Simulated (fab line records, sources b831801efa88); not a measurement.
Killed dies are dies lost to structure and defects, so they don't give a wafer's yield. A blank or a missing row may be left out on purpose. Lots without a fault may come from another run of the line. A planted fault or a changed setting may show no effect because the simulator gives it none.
Which tool did it? | flow gf180mcu | 24 lots, 72 wafers sampled, at 5 steps of a route of 602

WHAT THE GAUGES READ, wafer by wafer
GF_PSD_TW_MEAS_11. Usual: PSD_TW 3181, standard deviation 19.
lot  | measured     | on            | PSD_TW         | flag
L074 | day 14 11:51 | film_metro-03 | 3177 3184 3177 |
L075 | day 14 15:05 | film_metro-03 | 3183 3191 3192 |
L076 | day 15 01:31 | film_metro-03 | 3201 3211 3202 |
L077 | day 15 06:46 | film_metro-04 | 3218 3202 3213 |
L078 | day 15 14:10 | film_metro-03 | 3193 3200 3192 |
L079 | day 15 23:29 | film_metro-03 | 3198 3220 3195 |
L080 | day 16 06:34 | film_metro-04 | 3171 3165 3168 |
L081 | day 16 21:01 | film_metro-04 | 3177 3174 3166 |
L082 | day 17 07:20 | film_metro-04 | 3188 3159 3172 |
L083 | day 17 13:26 | film_metro-04 | 3159 3163 3158 |
L084 | day 17 18:38 | film_metro-01 | 3181 3166 3170 |
L085 | day 18 04:46 | film_metro-03 | 3187 3184 3183 |
L086 | day 18 14:32 | film_metro-01 | 3190 3171 3181 |
L087 | day 18 17:31 | film_metro-03 | 3205 3186 3221 |
L088 | day 19 09:41 | film_metro-04 | 3186 3172 3197 |
L089 | day 19 16:45 | film_metro-01 | 3205 3186 3180 |
L090 | day 20 05:19 | film_metro-04 | 3174 3199 3173 |
L091 | day 20 06:59 | film_metro-04 | 3167 3199 3207 |
L092 | day 20 15:15 | film_metro-04 | 3188 3180 3186 |
L093 | day 20 21:02 | film_metro-03 | 3183 3200 3188 |
L094 | day 21 07:31 | film_metro-03 | 3134 3142 3151 |
L095 | day 21 13:53 | film_metro-03 | 3143 3144 3139 |
L096 | day 21 23:22 | film_metro-04 | 3190 3164 3162 |
L097 | day 22 04:22 | film_metro-04 | 3190 3202 3181 |

GF_SALICIDE_THK_MEAS_05: measures by xrf. Usual: SALICIDE_TIN_THK 19.98 nm, standard deviation 0.23.
lot  | measured     | on            | SALICIDE_TIN_THK (nm) | flag
L074 | day 15 09:32 | film_metro-03 | 19.57 19.65 19.52     |
L075 | day 15 13:05 | film_metro-04 | 20.26 20.47 20.36     |
L076 | day 16 00:20 | film_metro-02 | 20.02 19.89 20.03     |
L077 | day 16 04:49 | film_metro-03 | 20.27 20.24 20.17     |
L078 | day 16 12:54 | film_metro-04 | 20.37 20.33 20.24     |
L079 | day 16 22:35 | film_metro-02 | 20.07 20.16 20.14     |
L080 | day 17 06:43 | film_metro-03 | 19.91 19.84 20.07     |
L081 | day 17 21:09 | film_metro-03 | 20.20 20.15 20.24     |
L082 | day 18 07:20 | film_metro-04 | 19.92 19.78 19.73     |
L083 | day 18 13:53 | film_metro-02 | 19.75 19.81 20.01     |
L084 | day 18 19:00 | film_metro-03 | 19.39 19.75 19.69     |
L085 | day 19 06:13 | film_metro-02 | 19.92 20.23 19.99     |
L086 | day 19 16:13 | film_metro-03 | 20.10 20.12 20.24     |
L087 | day 19 19:11 | film_metro-03 | 20.00 19.74 19.87     |
L088 | day 20 10:55 | film_metro-04 | 20.07 19.89 20.11     |
L089 | day 20 17:34 | film_metro-03 | 19.74 19.97 19.91     |
L090 | day 21 05:44 | film_metro-02 | 20.12 19.99 20.16     |
L091 | day 21 07:56 | film_metro-03 | 20.36 20.03 20.02     |
L092 | day 21 16:09 | film_metro-03 | 20.18 19.98 19.96     |
L093 | day 21 21:26 | film_metro-02 | 20.10 20.33 20.17     |
L094 | day 22 08:19 | film_metro-03 | 19.62 19.68 19.83     |
L095 | day 22 14:37 | film_metro-02 | 19.76 19.63 19.84     |
L096 | day 22 23:41 | film_metro-02 | 20.20 20.09 20.27     |
L097 | day 23 04:44 | film_metro-04 | 19.91 19.99 19.97     |

WHICH TOOL RAN EACH LOT (tool, then ch and the chambers of the sampled wafers, then the start)
lot  | GF_VT_IMPLANT_STRIP_20               | GF_VT_IMPLANT_STRIP_42               | GF_DUAL_GATE_STRIP_13
L074 | plasma_asher-02 ch 0,1, day 6 06:33  | plasma_asher-03 ch 0,1, day 7 13:03  | plasma_asher-01 ch 0,1, day 8 07:04
L075 | plasma_asher-03 ch 0,1, day 6 13:09  | plasma_asher-04 ch 0,1, day 7 20:30  | plasma_asher-01 ch 0,1, day 8 17:57
L076 | plasma_asher-04 ch 0,1, day 6 20:02  | plasma_asher-02 ch 0,1, day 8 04:03  | plasma_asher-04 ch 0,1, day 8 23:40
L077 | plasma_asher-03 ch 0,1, day 7 01:19  | plasma_asher-04 ch 0,1, day 8 09:25  | plasma_asher-01 ch 0,1, day 9 04:29
L078 | plasma_asher-03 ch 1, day 7 08:03    | plasma_asher-02 ch 0,1, day 8 15:41  | plasma_asher-04 ch 0,1, day 9 10:53
L079 | plasma_asher-04 ch 0,1, day 7 13:19  | plasma_asher-04 ch 0,1, day 8 22:28  | plasma_asher-02 ch 0,1, day 9 20:29
L080 | plasma_asher-03 ch 0,1, day 7 20:38  | plasma_asher-02 ch 0,1, day 9 05:18  | plasma_asher-02 ch 0,1, day 10 02:31
L081 | plasma_asher-04 ch 0,1, day 8 04:50  | plasma_asher-03 ch 0,1, day 9 14:26  | plasma_asher-01 ch 0,1, day 10 11:32
L082 | plasma_asher-04 ch 0,1, day 8 11:53  | plasma_asher-03 ch 0, day 9 21:59    | plasma_asher-01 ch 0,1, day 10 19:21
L083 | plasma_asher-04 ch 0,1, day 8 18:35  | plasma_asher-02 ch 0,1, day 10 05:14 | plasma_asher-02 ch 0,1, day 11 01:47
L084 | plasma_asher-03 ch 0,1, day 8 21:34  | plasma_asher-04 ch 0,1, day 10 08:05 | plasma_asher-04 ch 0,1, day 11 04:51
L085 | plasma_asher-03 ch 0,1, day 9 01:56  | plasma_asher-03 ch 0,1, day 10 12:47 | plasma_asher-01 ch 0,1, day 11 10:06
L086 | plasma_asher-03 ch 0,1, day 9 11:38  | plasma_asher-03 ch 0,1, day 10 23:23 | plasma_asher-04 ch 0,1, day 11 21:48
L087 | plasma_asher-03 ch 0,1, day 9 15:07  | plasma_asher-04 ch 0,1, day 11 03:04 | plasma_asher-02 ch 0, day 12 00:38
L088 | plasma_asher-04 ch 0,1, day 9 21:05  | plasma_asher-03 ch 0,1, day 11 09:59 | plasma_asher-02 ch 0,1, day 12 11:34
L089 | plasma_asher-03 ch 0,1, day 10 08:19 | plasma_asher-02 ch 0,1, day 11 20:59 | plasma_asher-04 ch 0,1, day 12 18:57
L090 | plasma_asher-03 ch 0,1, day 10 14:53 | plasma_asher-04 ch 1, day 12 04:47   | plasma_asher-04 ch 0,1, day 13 02:55
L091 | plasma_asher-02 ch 0,1, day 10 17:50 | plasma_asher-04 ch 0,1, day 12 07:43 | plasma_asher-04 ch 0,1, day 13 05:49
L092 | plasma_asher-04 ch 0,1, day 11 00:20 | plasma_asher-02 ch 0,1, day 12 14:17 | plasma_asher-02 ch 0,1, day 13 12:34
L093 | plasma_asher-03 ch 0,1, day 11 05:28 | plasma_asher-02 ch 0,1, day 12 18:56 | plasma_asher-01 ch 0,1, day 13 17:35
L094 | plasma_asher-02 ch 0,1, day 11 13:35 | plasma_asher-04 ch 0,1, day 13 04:14 | plasma_asher-04 ch 0,1, day 14 03:06
L095 | plasma_asher-04 ch 0,1, day 11 20:40 | plasma_asher-04 ch 0,1, day 13 10:46 | plasma_asher-04 ch 0,1, day 14 10:17
L096 | plasma_asher-02 ch 0,1, day 12 03:02 | plasma_asher-02 ch 0,1, day 13 19:26 | plasma_asher-01 ch 0,1, day 14 18:02
L097 | plasma_asher-02 ch 0,1, day 12 07:44 | plasma_asher-04 ch 0,1, day 14 00:22 | plasma_asher-01 ch 0,1, day 14 23:45
- GF_VT_IMPLANT_STRIP_20: strips in O2/N2.
- GF_VT_IMPLANT_STRIP_42: strips in O2/N2.
- GF_DUAL_GATE_STRIP_13: strips in O2/N2.

WHAT THE TOOLS THEMSELVES READ (means of the sampled wafers that have a number; where no wafer has one, the mark that the record gives instead)
GF_VT_IMPLANT_STRIP_20. Usual: drypump_motor_current_A 5.5 A, standard deviation 0.36; heater_power_w 348 W, standard deviation 50; oes_product_au 0.715 a.u., standard deviation 0.0048; strip_time_to_endpoint_s 12.624 s, standard deviation 0.029.
lot  | tool            | drypump_motor_current_A (A) | heater_power_w (W) | oes_product_au (a.u.) | strip_time_to_endpoint_s (s) | flag
L074 | plasma_asher-02 | 5.6                         | 355                | 0.721                 | 12.607                       |
L075 | plasma_asher-03 | 5.5                         | 335                | 0.713                 | 12.628                       |
L076 | plasma_asher-04 | 5.4                         | 334                | 0.718                 | 12.643                       |
L077 | plasma_asher-03 | 5.5                         | 335                | 0.717                 | 12.662                       |
L078 | plasma_asher-03 | 5.6                         | 286                | 0.720                 | 12.666                       |
L079 | plasma_asher-04 | 5.3                         | 331                | 0.717                 | 12.619                       |
L080 | plasma_asher-03 | 5.5                         | 335                | 0.714                 | 12.641                       |
L081 | plasma_asher-04 | 5.3                         | 330                | 0.711                 | 12.643                       |
L082 | plasma_asher-04 | 5.3                         | 331                | 0.712                 | 12.621                       |
L083 | plasma_asher-04 | 5.4                         | 337                | 0.714                 | 12.628                       |
L084 | plasma_asher-03 | 5.5                         | 378                | 0.714                 | 12.641                       |
L085 | plasma_asher-03 | 5.5                         | 376                | 0.712                 | 12.637                       |
L086 | plasma_asher-03 | 5.5                         | 332                | 0.710                 | 12.609                       |
L087 | plasma_asher-03 | 5.6                         | 330                | 0.714                 | 12.613                       |
L088 | plasma_asher-04 | 5.1                         | 332                | 0.715                 | 12.628                       |
L089 | plasma_asher-03 | 5.6                         | 331                | 0.714                 | 12.639                       |
L090 | plasma_asher-03 | 5.6                         | 336                | 0.715                 | 12.609                       |
L091 | plasma_asher-02 | 5.9                         | 360                | 0.716                 | 12.626                       |
L092 | plasma_asher-04 | 5.1                         | 325                | 0.717                 | 12.598                       |
L093 | plasma_asher-03 | 5.5                         | 381                | 0.718                 | 12.599                       |
L094 | plasma_asher-02 | 5.6                         | 364                | 0.712                 | 12.667                       |
L095 | plasma_asher-04 | 5.1                         | 332                | 0.720                 | 12.586                       |
L096 | plasma_asher-02 | 5.9                         | 363                | 0.712                 | 12.662                       |
L097 | plasma_asher-02 | 5.6                         | 356                | 0.717                 | 12.610                       |

GF_VT_IMPLANT_STRIP_42. Usual: drypump_motor_current_A 5.5 A, standard deviation 0.42; heater_power_w 347 W, standard deviation 38; oes_product_au 0.716 a.u., standard deviation 0.0045; strip_time_to_endpoint_s 12.62 s, standard deviation 0.036.
lot  | tool            | drypump_motor_current_A (A) | heater_power_w (W) | oes_product_au (a.u.) | strip_time_to_endpoint_s (s) | flag
L074 | plasma_asher-03 | 5.5                         | 377                | 0.718                 | 12.61                        |
L075 | plasma_asher-04 | 5.4                         | 333                | 0.718                 | 12.62                        |
L076 | plasma_asher-02 | 5.9                         | 361                | 0.716                 | 12.60                        |
L077 | plasma_asher-04 | 5.1                         | 332                | 0.716                 | 12.63                        |
L078 | plasma_asher-02 | 5.6                         | 356                | 0.720                 | 12.64                        |
L079 | plasma_asher-04 | 5.3                         | 336                | 0.719                 | 12.60                        |
L080 | plasma_asher-02 | 5.6                         | 358                | 0.718                 | 12.58                        |
L081 | plasma_asher-03 | 5.6                         | 382                | 0.718                 | 12.61                        |
L082 | plasma_asher-03 | 5.4                         | 422                | 0.715                 | 12.54                        |
L083 | plasma_asher-02 | 5.6                         | 357                | 0.715                 | 12.63                        |
L084 | plasma_asher-04 | 5.3                         | 332                | 0.716                 | 12.68                        |
L085 | plasma_asher-03 | 5.5                         | 327                | 0.719                 | 12.63                        |
L086 | plasma_asher-03 | 5.6                         | 336                | 0.713                 | 12.65                        |
L087 | plasma_asher-04 | 5.1                         | 333                | 0.717                 | 12.58                        |
L088 | plasma_asher-03 | 5.6                         | 337                | 0.713                 | 12.61                        |
L089 | plasma_asher-02 | 5.6                         | 354                | 0.716                 | 12.61                        |
L090 | plasma_asher-04 | 4.9                         | 325                | 0.715                 | 12.65                        |
L091 | plasma_asher-04 | 5.1                         | 331                | 0.713                 | 12.67                        |
L092 | plasma_asher-02 | 5.6                         | 359                | 0.717                 | 12.59                        |
L093 | plasma_asher-02 | 5.6                         | 359                | 0.721                 | 12.62                        |
L094 | plasma_asher-04 | 5.3                         | 337                | 0.720                 | 12.66                        |
L095 | plasma_asher-04 | 5.3                         | 337                | 0.715                 | 12.65                        |
L096 | plasma_asher-02 | 5.9                         | 358                | 0.721                 | 12.61                        |
L097 | plasma_asher-04 | 5.4                         | 335                | 0.719                 | 12.60                        |

GF_DUAL_GATE_STRIP_13. Usual: drypump_motor_current_A 5.4 A, standard deviation 0.39; heater_power_w 346 W, standard deviation 16; oes_product_au 0.716 a.u., standard deviation 0.0045; strip_time_to_endpoint_s 12.61 s, standard deviation 0.037.
lot  | tool            | drypump_motor_current_A (A) | heater_power_w (W) | oes_product_au (a.u.) | strip_time_to_endpoint_s (s) | flag
L074 | plasma_asher-01 | 5.3                         | 345                | 0.714                 | 12.67                        |
L075 | plasma_asher-01 | 5.3                         | 353                | 0.718                 | 12.67                        |
L076 | plasma_asher-04 | 5.4                         | 334                | 0.715                 | 12.63                        |
L077 | plasma_asher-01 | 5.3                         | 338                | 0.719                 | 12.63                        |
L078 | plasma_asher-04 | 5.4                         | 334                | 0.719                 | 12.63                        |
L079 | plasma_asher-02 | 5.9                         | 361                | 0.719                 | 12.64                        |
L080 | plasma_asher-02 | 5.9                         | 360                | 0.717                 | 12.64                        |
L081 | plasma_asher-01 | 5.3                         | 339                | 0.720                 | 12.57                        |
L082 | plasma_asher-01 | 5.3                         | 349                | 0.718                 | 12.55                        |
L083 | plasma_asher-02 | 5.9                         | 362                | 0.716                 | 12.56                        |
L084 | plasma_asher-04 | 5.4                         | 334                | 0.718                 | 12.58                        |
L085 | plasma_asher-01 | 5.3                         | 354                | 0.713                 | 12.61                        |
L086 | plasma_asher-04 | 5.1                         | 325                | 0.717                 | 12.64                        |
L087 | plasma_asher-02 | 6.2                         | 359                | 0.715                 | 12.60                        |
L088 | plasma_asher-02 | 5.9                         | 363                | 0.716                 | 12.60                        |
L089 | plasma_asher-04 | 5.1                         | 331                | 0.716                 | 12.67                        |
L090 | plasma_asher-04 | 5.1                         | 331                | 0.717                 | 12.62                        |
L091 | plasma_asher-04 | 5.1                         | 329                | 0.717                 | 12.64                        |
L092 | plasma_asher-02 | 5.9                         | 365                | 0.714                 | 12.60                        |
L093 | plasma_asher-01 | 5.3                         | 348                | 0.718                 | 12.61                        |
L094 | plasma_asher-04 | 5.1                         | 327                | 0.716                 | 12.54                        |
L095 | plasma_asher-04 | 5.3                         | 333                | 0.716                 | 12.59                        |
L096 | plasma_asher-01 | 5.2                         | 353                | 0.711                 | 12.62                        |
L097 | plasma_asher-01 | 5.3                         | 349                | 0.714                 | 12.62                        |

THE ANSWER, worked out from the rows above alone
Rule: a lot is off if the mean of its wafers that have a number lies more than 3 standard deviations from the usual mean. A lot without any number at a reading at which 4 lots or more have one is off too. The other lots that the step has rows for count as sound. The gauges are gone through in route order, then the tools' own readings, and for those a lot's mean is taken as printed above. The first step at which some lot is off is used, and at that step the reading that is off furthest; a lot without a number counts as furthest.
No lot is off at any reading shown: from this, nothing can be told.

WHAT THE SIMULATOR HAD PUT IN
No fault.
